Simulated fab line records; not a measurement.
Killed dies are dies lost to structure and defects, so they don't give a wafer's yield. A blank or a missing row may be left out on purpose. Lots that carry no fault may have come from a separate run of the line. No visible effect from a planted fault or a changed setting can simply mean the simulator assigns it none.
fab line records -- flow gf180mcu
record: lots: 5, wafers: 15, last-day: 34
route steps=602 shown TOP_METAL@577 PASSIVATION@587
lots that met no fault: from a run of the same line without faults
start-h: hours from the record's first day to the start of the lot's first wafer shown -- wait-h: hours elapsed since this lot's preceding step -- " as in the row above -- L1.1+2: several wafers, shown together as one row -- - either no value or no given start -- * or withheld: withheld -- < > ~ a bound
route shown NAME@n: names a module that has steps shown in the file, with the first one's number in the route -- usual: mean and standard deviation over wafers with no fault -- same: alike in all rows -- chamber/n: place in a boat -- sites: readings site by site -- _std_site: the values' standard deviation -- _edge_site: mean of outer sites minus mean of inner sites -- radius-mm: for every site, how far away it sits from the centre of the wafer -- mask NAME#n: copy n -- behind: the last tool/chamber to shape the wafer -- hold: cause of the lot's hold/its duration in hours/its outcome -- device: which transistor (n, p or np) failed to switch -- end of line: tests of these same wafers at the route's end -- where a step has no rows: the recipe by itself -- killed: at the first sort, the dies lost to defects and structure; wafer yield is something else -- map: a wafer's dies, x killed, . not, _ none there
set.NAME: the setting the step ran with; set.NAME@STEP: the setting that earlier step ran with -- model.NAME: the simulator's own value behind a step, which no gauge read
lots at selected steps of the route; one table per step, one row per wafer
services: when a tool's chamber went out of use (start-h, in hours from the record's first day, below 0 if earlier), for how many hours, and the reason
== steps ==
step: GF_TOP_METAL_SOFTBAKE_10
recipe: temp-c: 90, time-s: 60, resist: NOVOLAK
step: GF_TOP_METAL_EXPOSE_11
recipe: mask-id: MetalTop, target-cd-nm: 440, na: 0.6, source-shape: conventional, sigma-outer: 0.6, dose-mj: 170
step: GF_TOP_METAL_PEB_12
recipe: temp-c: withheld, time-s: *, resist: NOVOLAK
step: GF_TOP_METAL_DEVELOP_13
recipe: develop-time-s: 60, dev-temp-c: 23
step: GF_TOP_METAL_CD_MEAS_14
recipe: target-cd-nm: 440
usual: cd-nm: 440.4/2.5
lot.wafer,tool,chamber,start-h,wait-h,cd-nm
L414.2,cd-sem-01,-,659.09,0.1,438.8
L414.4,cd-sem-01,-,659.09,0.1,439.8
L414.5,cd-sem-01,-,659.09,0.1,439.5
L415.2,cd-sem-01,-,664.84,0.1,438.3
L415.5,cd-sem-01,-,664.84,0.1,436.8
L415.6,cd-sem-01,-,664.84,0.1,440.4
L425.2,cd-sem-01,-,737.87,0.1,436.9
L425.4,cd-sem-01,-,737.87,0.1,437.3
L425.6,cd-sem-01,-,737.87,0.1,436.8
L433.1,cd-sem-01,-,783.60,0.1,440.9
L433.2,cd-sem-01,-,783.60,0.1,440.5
L433.3,cd-sem-01,-,783.60,0.1,440.7
L436.2,cd-sem-01,-,797.99,0.1,438.7
L436.4,cd-sem-01,-,797.99,0.1,440.1
L436.6,cd-sem-01,-,797.99,0.1,438.0
step: GF_TOP_METAL_OVL_MEAS_15
usual: TOP_METAL_OVL: 0.1/1.4
lot.wafer,tool,chamber,start-h,wait-h,TOP_METAL_OVL[nm]
L414.2,overlay-02,-,659.20,0.1,1.2
L414.4,overlay-02,-,659.20,0.1,1.2
L414.5,overlay-02,-,659.20,0.1,0.3
L415.2,overlay-02,-,664.95,0.1,0.7
L415.5,overlay-02,-,664.95,0.1,0.3
L415.6,overlay-02,-,664.95,0.1,0.5
L425.2,overlay-01,-,737.98,0.1,-1.7
L425.4,overlay-01,-,737.98,0.1,0.0
L425.6,overlay-01,-,737.98,0.1,0.2
L433.1,overlay-01,-,783.72,0.1,1.4
L433.2,overlay-01,-,783.72,0.1,1.3
L433.3,overlay-01,-,783.72,0.1,0.9
L436.2,overlay-01,-,798.10,0.1,3.3
L436.4,overlay-01,-,798.10,0.1,1.7
L436.6,overlay-01,-,798.10,0.1,1.9
step: GF_TOP_METAL_METAL_ETCH_16
recipe: chemistry: Cl2/BCl3, mask-material: NOVOLAK, target-depth-nm: 1197, stop-on: SiO2, pressure-mtorr: 8, icp-w: 800, bias-w: 140, Cl2_flow_sccm: 80, bcl3-flow-sccm: 40, time-s: 199.5
usual: drypump-motor-current-A: 5.4/0.38, oes-product-au: 0.992/0.0048, throttle-valve-pct: 28.228/0.0085
lot.wafer,tool,chamber,start-h,wait-h,drypump-motor-current-A,oes-product-au,rf-hours-counter-h,throttle-valve-pct
L414.2,rie-metal-03,0,659.23,0.0,5.5,0.998,5,28.233
L414.4,rie-metal-03,1,659.23,0.0,6.3,0.987,-,28.226
L414.5,rie-metal-03,1,659.23,0.0,6.3,0.994,-,28.210
L415.2,rie-metal-02,1,664.98,0.0,5.7,0.992,14,28.229
L415.5,rie-metal-02,1,664.98,0.0,5.7,0.987,-,28.243
L415.6,rie-metal-02,0,664.98,0.0,5.0,0.992,-,28.235
L425.2,rie-metal-02,0,738.07,0.1,5.0,0.989,-,28.221
L425.4,rie-metal-02,0,738.07,0.1,5.0,0.997,-,28.215
L425.6,rie-metal-02,0,738.07,0.1,5.0,0.992,-,28.228
L433.1,rie-metal-02,1,783.76,0.0,5.7,0.986,2,28.222
L433.2,rie-metal-02,0,783.76,0.0,5.0,0.990,7,28.229
L433.3,rie-metal-02,1,783.76,0.0,5.7,0.993,-,28.235
L436.2,rie-metal-02,1,798.13,0.0,5.7,0.982,3,28.237
L436.4,rie-metal-02,0,798.13,0.0,5.0,0.993,-,28.222
L436.6,rie-metal-02,0,798.13,0.0,5.0,0.989,-,28.221
step: GF_TOP_METAL_STRIP_17
recipe: chemistry: O2/N2, power-w: 1400, pressure-mtorr: 1500, platen-temp-c: 250, o2-flow-sccm: 3000, n2-flow-sccm: 300, overash-fraction: 0.5
usual: drypump-motor-current-A: 5.7/0.5, heater-power-w: 320/29, oes-product-au: 0.711/0.0044, strip-time-to-endpoint-s: 12.88/0.073
lot.wafer,tool,chamber,start-h,wait-h,drypump-motor-current-A,heater-power-w,oes-product-au,rf-hours-counter-h,strip-time-to-endpoint-s
L414.2,plasma-asher-03,1,659.42,0.1,6.6,362,0.714,60,12.83
L414.4,plasma-asher-03,1,659.42,0.1,6.6,364,0.718,-,12.79
L414.5,plasma-asher-03,1,659.42,0.1,6.6,370,0.711,-,12.82
L415.2,plasma-asher-04,0,665.17,0.1,5.6,332,0.716,96,12.79
L415.5,plasma-asher-04,1,665.17,0.1,5.2,294,0.709,-,12.76
L415.6,plasma-asher-04,0,665.17,0.1,5.6,319,0.706,-,12.89
L425.2,plasma-asher-03,1,738.39,0.3,6.6,359,0.707,69,12.89
L425.4,plasma-asher-03,0,738.39,0.3,6.7,318,0.712,-,12.88
L425.6,plasma-asher-03,1,738.39,0.3,6.5,363,0.705,-,12.85
L433.1,plasma-asher-04,0,783.95,0.1,5.6,325,0.707,111,12.90
L433.2,plasma-asher-04,1,783.95,0.1,5.2,284,0.708,111,12.89
L433.3,plasma-asher-04,0,783.95,0.1,5.6,330,0.714,-,12.89
L436.2,plasma-asher-04,1,798.32,0.1,5.2,288,0.708,112,13.02
L436.4,plasma-asher-04,1,798.32,0.1,5.2,289,0.701,-,12.94
L436.6,plasma-asher-04,1,798.32,0.1,5.2,288,0.705,-,12.88
step: GF_TOP_METAL_STRIP_18
recipe: chemistry: post-etch-residue-remover, time-s: 1200, temp-c: 72.5
step: GF_TOP_METAL_CLEAN_19
recipe: chemistry: DIW, dry: n2-spin
step: GF_PASSIVATION_CVD_00
recipe: material: SiO2, target-thk-nm: 1000, precursor: TEOS, temp-c: 400, time-s: 111.95, rf-w: 600
usual: heater-power-outer-w: 395/67, heater-power-w: 682/94, rf-fwd-power-W: 595.7/2.2
lot.wafer,tool,chamber,start-h,wait-h,heater-power-outer-w,heater-power-w,rf-fwd-power-W
L414.2,pecvd-02,1,660.38,0.0,366,608,595.4
L414.4,pecvd-02,2,660.38,0.0,373,713,595.0
L414.5,pecvd-02,1,660.38,0.0,414,683,594.9
L415.2,pecvd-01,2,665.70,0.0,404,625,599.8
L415.5,pecvd-01,0,665.70,0.0,499,832,595.4
L415.6,pecvd-01,2,665.70,0.0,304,498,596.1
L425.2,pecvd-01,2,738.96,0.0,374,605,595.5
L425.4,pecvd-01,0,738.96,0.0,396,687,594.6
L425.6,pecvd-01,1,738.96,0.0,385,701,597.6
L433.1,pecvd-01,2,784.52,0.0,405,646,597.5
L433.2,pecvd-01,0,784.52,0.0,422,737,594.3
L433.3,pecvd-01,1,784.52,0.0,388,663,597.6
L436.2,pecvd-04,2,799.27,0.0,357,615,592.9
L436.4,pecvd-04,0,799.27,0.0,468,756,598.6
L436.6,pecvd-04,1,799.27,0.0,318,518,597.8
step: GF_PASSIVATION_THK_MEAS_01
recipe: reads: SiO2_of_PASSIVATION_CVD_00
usual: PASSIVATION_CVD_00_THK: 1001/12
lot.wafer,tool,chamber,start-h,wait-h,PASSIVATION_CVD_00_THK[nm]
L414.2,film-metro-04,-,660.47,0.0,996
L414.4,film-metro-04,-,660.47,0.0,1003
L414.5,film-metro-04,-,660.47,0.0,1001
L415.2,film-metro-04,-,665.83,0.1,984
L415.5,film-metro-04,-,665.83,0.1,1016
L415.6,film-metro-04,-,665.83,0.1,1006
L425.2,film-metro-03,-,739.05,0.0,992
L425.4,film-metro-03,-,739.05,0.0,1016
L425.6,film-metro-03,-,739.05,0.0,1006
L433.1,film-metro-04,-,784.60,0.0,1000
L433.2,film-metro-04,-,784.60,0.0,996
L433.3,film-metro-04,-,784.60,0.0,988
L436.2,film-metro-02,-,799.36,0.0,991
L436.4,film-metro-02,-,799.36,0.0,1006
L436.6,film-metro-02,-,799.36,0.0,1015
step: GF_PASSIVATION_CVD_02
recipe: material: Si3N4, target-thk-nm: 700, time-s: 486.18, temp-c: 400, rf-w: 450
usual: heater-power-outer-w: 434/68, heater-power-w: 724/100, rf-fwd-power-W: 449.0/1.4
lot.wafer,tool,chamber,start-h,wait-h,heater-power-outer-w,heater-power-w,rf-fwd-power-W,model.Si3N4_of_PASSIVATION_CVD_02.thk-nm
L414.2,pecvd-01,0,660.52,0.0,441,750,448.2,692.1
L414.4,pecvd-01,0,660.52,0.0,473,829,449.8,698.3
L414.5,pecvd-01,0,660.52,0.0,519,858,448.4,695.3
L415.2,pecvd-04,2,665.88,0.0,411,669,449.0,699.3
L415.5,pecvd-04,1,665.88,0.0,407,634,449.6,710.3
L415.6,pecvd-04,0,665.88,0.0,523,871,448.3,711.5
L425.2,pecvd-04,1,739.10,0.0,466,740,380.4,654.6
L425.4,pecvd-04,1,739.10,0.0,361,590,378.5,673.2
L425.6,pecvd-04,0,739.10,0.0,530,875,448.6,709.8
L433.1,pecvd-02,2,784.66,0.1,358,684,450.1,701.5
L433.2,pecvd-02,0,784.66,0.1,478,801,447.9,704.9
L433.3,pecvd-02,1,784.66,0.1,454,750,450.5,709.3
L436.2,pecvd-02,2,799.41,0.0,406,761,451.9,689.6
L436.4,pecvd-02,1,799.41,0.0,484,759,450.1,703.4
L436.6,pecvd-02,2,799.41,0.0,297,618,451.2,701.3
step: GF_PASSIVATION_THK_MEAS_03
recipe: reads: Si3N4_of_PASSIVATION_CVD_02
usual: PASSIVATION_CVD_02_THK: 699/7.9
lot.wafer,tool,chamber,start-h,wait-h,PASSIVATION_CVD_02_THK[nm]
L414.2,film-metro-03,-,660.96,0.3,692
L414.4,film-metro-03,-,660.96,0.3,698
L414.5,film-metro-03,-,660.96,0.3,695
L415.2,film-metro-02,-,666.17,0.2,698
L415.5,film-metro-02,-,666.17,0.2,710
L415.6,film-metro-02,-,666.17,0.2,712
L425.2,film-metro-03,-,739.40,0.2,654
L425.4,film-metro-03,-,739.40,0.2,674
L425.6,film-metro-03,-,739.40,0.2,710
L433.1,film-metro-02,-,784.95,0.1,701
L433.2,film-metro-02,-,784.95,0.1,704
L433.3,film-metro-02,-,784.95,0.1,709
L436.2,film-metro-02,-,799.71,0.2,690
L436.4,film-metro-02,-,799.71,0.2,704
L436.6,film-metro-02,-,799.71,0.2,702
step: GF_PASSIVATION_DEHYDRATE_04
recipe: temp-c: 200, time-s: 60
== services ==
tool,chamber,start-h,hours,kind
plasma-asher-03,-,641.77,1.2,repair
pecvd-02,-,642.96,14.6,pm
pecvd-01,2,648.14,5.0,repair
pecvd-01,1,659.60,8.8,repair
rie-metal-03,-,684.90,1.4,pm
pecvd-02,-,692.36,1.4,repair
pecvd-04,0,696.08,11.4,repair
rie-metal-02,1,721.34,-,clean
rie-metal-02,1,721.34,21.6,scheduled-down
rie-metal-02,1,721.34,21.6,vent-cycle
pecvd-01,-,744.30,4.3,pm
pecvd-02,-,764.43,2.8,pm
pecvd-01,1,786.29,1.7,repair
pecvd-04,-,799.38,14.0,pm
pecvd-04,0,799.38,14.0,vent-cycle
pecvd-04,1,799.38,14.0,vent-cycle
pecvd-04,2,799.38,14.0,vent-cycle
== key ==
first-sign: step: GF_PASSIVATION_CVD_02, reading: rf-fwd-power-W, direction: down, sigmas: 50, usual: 449.0, struck: 379.5
effect: step: GF_PASSIVATION_THK_MEAS_03, reading: PASSIVATION_CVD_02_THK, direction: down, sigmas: 4.5, usual: 699, struck: 664
model-effect: step: GF_PASSIVATION_CVD_02, value: Si3N4_of_PASSIVATION_CVD_02.thk-nm, without: 699.6, struck: 663.9
met-at GF_PASSIVATION_CVD_02
struck-wafers L425.2,L425.4
onset-between 665.88 739.10
fault: kind: process-parameter-drift, tool: pecvd-04, chamber: 1, onset-h: 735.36, steps: GF_PASSIVATION_CVD_02, channel: rf-w, offset: -72, shape: step, end-h: 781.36, acts-in: these-recipes-only, stated: 450
